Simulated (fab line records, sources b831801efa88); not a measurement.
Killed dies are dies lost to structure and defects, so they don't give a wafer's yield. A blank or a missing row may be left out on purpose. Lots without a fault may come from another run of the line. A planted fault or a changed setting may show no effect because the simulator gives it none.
Chamber matching | flow gf180mcu | GF_V4_CMP_04 on cmp-02: 4 sister chambers
The step polishes SiO2. 4 wafers are shown with their chamber, then 8 later ones without.

WAFERS WITH THEIR CHAMBER
wafer  | chamber | motor_current_A (A)
L481.1 | 3       | 12.1
L481.2 | 1       | 11.0
L481.4 | 0       | 10.8
L484.1 | 2       | 11.4

WAFERS WITHOUT THEIR CHAMBER
wafer  | motor_current_A (A)
L484.2 | 11.0
L484.5 | 10.2
L493.4 | 12.2
L493.5 | 11.1
L493.6 | 12.3
L495.1 | 12.5
L495.2 | 11.2
L495.4 | 11.2

WHICH CHAMBER EACH WENT THROUGH
wafer  | from the rows above          | in truth
L484.2 | can't be placed: 1 or 0 or 2 | 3
L484.5 | can't be placed: 0 or 1      | 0
L493.4 | 3                            | 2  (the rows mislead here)
L493.5 | can't be placed: 1 or 0 or 2 | 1
L493.6 | 3                            | 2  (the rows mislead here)
L495.1 | 3                            | 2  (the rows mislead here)
L495.2 | can't be placed: 1 or 2 or 0 | 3
L495.4 | can't be placed: 1 or 2 or 0 | 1
Placed correctly: 0 of 8. Can't be placed from these rows: 5 (the true chamber is among the candidates in 3). Placed wrongly: 3.
How it was worked out, from the rows above alone: a wafer's distance from a chamber is the root of the sum, over the readings, of the square of ((its reading less the chamber's mean) divided by the reading's scatter). The wafer belongs to the nearest chamber; if the next one is less than 2 further off, it can't be placed. A chamber's mean is the mean of its shown wafers. The scatter: with one shown wafer a chamber, the root of the mean of the squares of how far each hidden wafer lies from its nearest shown one.
